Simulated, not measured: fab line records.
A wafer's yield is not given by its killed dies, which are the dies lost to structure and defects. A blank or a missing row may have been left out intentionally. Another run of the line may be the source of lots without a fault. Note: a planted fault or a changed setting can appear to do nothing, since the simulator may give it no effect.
2 desks looking at one fault -- flow sfqLine -- every desk sees just its own numbers, and what lay behind them comes last

AT THE METROLOGY DESK
Means of the sampled wafers that have a number, per lot and without regard to the tool the lot ran on: this is what the gauges read. Marked OUT: a lot whose mean sits more than 4 standard deviations from the usual mean, which makes it out of limits; the brackets give that distance.
Columns: A = L0V_OVL at SFQ_L0V_OVL_MEAS_903, usual 3 nm
lot,first seen here,A
L108,day 8 09:20,-7
L114,day 10 10:32,8
L118,day 11 17:02,0
L121,day 12 15:49,-0
L122,day 13 00:14,-1
L127,day 14 07:20,7
L128,day 14 16:56,0
This desk's finding: nothing out of limits on any of the 7 lots.

TOOL OWNER'S DESK, rieDiel-01
The tool's own readings at SFQ_TRILAYER_L0_VIA_BARC_OPEN_VIA_ETCH_021 (etches BARC in O2, target depth 125 nm, time 41.7 s): means of the sampled wafers that have a number, for each lot that ran on this tool. Marked OUT: a lot whose mean sits more than 4 standard deviations from the usual mean, which makes it out of limits; the brackets give that distance.
Columns: A = drypumpMotorCurrentA at SFQ_TRILAYER_L0_VIA_BARC_OPEN_VIA_ETCH_021, usual 5.6 A; B = oesProductAu at SFQ_TRILAYER_L0_VIA_BARC_OPEN_VIA_ETCH_021, usual 0.686 a.u.
lot,first seen here,A,B
L108,day 8 09:22,5.5,0.687
L118,day 11 17:04,5.1,0.683
L121,day 12 15:52,5.0,0.681
L122,day 13 00:16,4.9,0.682
This desk's finding: nothing out of limits on any of the 4 lots.

BROUGHT TOGETHER
Nothing out of limits was seen by the metrology desk.
The tool owner's desk saw nothing out of limits.

WHAT HAD BEEN PUT IN BY THE SIMULATOR
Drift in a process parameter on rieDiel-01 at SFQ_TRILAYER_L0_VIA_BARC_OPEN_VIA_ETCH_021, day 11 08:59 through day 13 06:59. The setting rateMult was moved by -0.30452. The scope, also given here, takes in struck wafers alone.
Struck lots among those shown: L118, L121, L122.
